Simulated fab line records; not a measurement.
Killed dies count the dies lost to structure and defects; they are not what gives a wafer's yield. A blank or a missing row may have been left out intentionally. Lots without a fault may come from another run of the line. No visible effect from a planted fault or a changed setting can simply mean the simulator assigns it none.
Which tool did it?	flow gf180mcu	Sampling: 11 lots, 33 wafers, 4 of 602 route steps

WHAT EACH GAUGE READ, for each wafer
GF_VT_IMPLANT_TW_MEAS_32.
lot	measured	on	VT_IMPLANT_3_TW
L269	day 6 19:56	film-metro-03	262 262 261
L273	day 8 00:16	film-metro-04	270 270 269
L274	day 8 10:49	film-metro-04	30 30 30
L282	day 10 10:30	film-metro-03	264 265 265
L283	day 10 19:56	film-metro-03	265 264 264
L284	day 10 22:48	film-metro-04	271 270 270
L285	day 11 05:37	film-metro-04	271 270 270
L288	day 12 02:23	film-metro-02	273 271 272
L289	day 12 08:30	film-metro-02	273 273 273
L290	day 12 15:54	film-metro-04	270 270 270
L292	day 13 06:07	film-metro-03	262 262 262

EACH LOT AND THE TOOL THAT RAN IT (in order: tool; ch and the chambers of the sampled wafers; start)
lot	GF_NWELL_STRIP_10	GF_VT_IMPLANT_STRIP_20	GF_VT_IMPLANT_STRIP_31
L269	plasma-asher-02 ch 1, day 3 08:31	plasma-asher-02 ch 0,1, day 6 04:18	plasma-asher-04 ch 0,1, day 6 19:50
L273	plasma-asher-04 ch 1, day 4 06:09	plasma-asher-02 ch 0,1, day 7 08:22	plasma-asher-02 ch 0,1, day 8 00:09
L274	plasma-asher-02 ch 0,1, day 4 16:02	plasma-asher-02 ch 0,1, day 7 17:43	plasma-asher-04 ch 0,1, day 8 10:43
L282	plasma-asher-01 ch 0,1, day 6 04:48	plasma-asher-04 ch 0,1, day 9 16:38	plasma-asher-04 ch 0,1, day 10 10:23
L283	plasma-asher-02 ch 0,1, day 6 13:44	plasma-asher-02 ch 0,1, day 10 00:38	plasma-asher-04 ch 0,1, day 10 19:50
L284	plasma-asher-04 ch 0,1, day 6 18:02	plasma-asher-01 ch 0,1, day 10 04:29	plasma-asher-04 ch 0,1, day 10 22:42
L285	plasma-asher-02 ch 0,1, day 6 21:52	plasma-asher-04 ch 0,1, day 10 11:23	plasma-asher-01 ch 0,1, day 11 05:30
L288	plasma-asher-01 ch 0,1, day 7 16:15	plasma-asher-04 ch 0,1, day 11 07:21	plasma-asher-01 ch 0,1, day 12 02:17
L289	plasma-asher-01 ch 0,1, day 7 20:47	plasma-asher-01 ch 0,1, day 11 13:44	plasma-asher-02 ch 0,1, day 12 08:23
L290	plasma-asher-04 ch 1, day 8 03:48	plasma-asher-01 ch 1, day 11 20:50	plasma-asher-01 ch 1, day 12 15:47
L292	plasma-asher-01 ch 0,1, day 8 15:44	plasma-asher-04 ch 0,1, day 12 10:04	plasma-asher-02 ch 0,1, day 13 06:02
- GF_NWELL_STRIP_10: strips in O2/N2.
- GF_VT_IMPLANT_STRIP_20: strips in O2/N2.
- GF_VT_IMPLANT_STRIP_31: strips in O2/N2.

THE ANSWER, worked out from the rows above alone
Rule: the usual values come from the lots themselves. Put in order of their means at a reading, lots are off if they are a third of the lots or fewer, leave a main group of 4 or more, and stand apart from it by a gap of 3 or more times the standard deviation of the main group's means; of several such gaps the widest counts. The tables above print the reading to a certain number of digits; a main group whose means all agree to those digits is not used. Also off: a lot with no number at a reading for which 4 or more lots have one. The other lots that the step has rows for count as sound.
Off: L274, at GF_VT_IMPLANT_TW_MEAS_32 (VT_IMPLANT_3_TW). Main group: mean 268, sd 4.
A tool fits if, at a process step before that reading, it ran every lot that is off, and no sound lot after the first of them. Gauges at GF_VT_IMPLANT_TW_MEAS_32: tried the same way as those tools. None of those tried fits.

WHAT THE SIMULATOR PUT IN
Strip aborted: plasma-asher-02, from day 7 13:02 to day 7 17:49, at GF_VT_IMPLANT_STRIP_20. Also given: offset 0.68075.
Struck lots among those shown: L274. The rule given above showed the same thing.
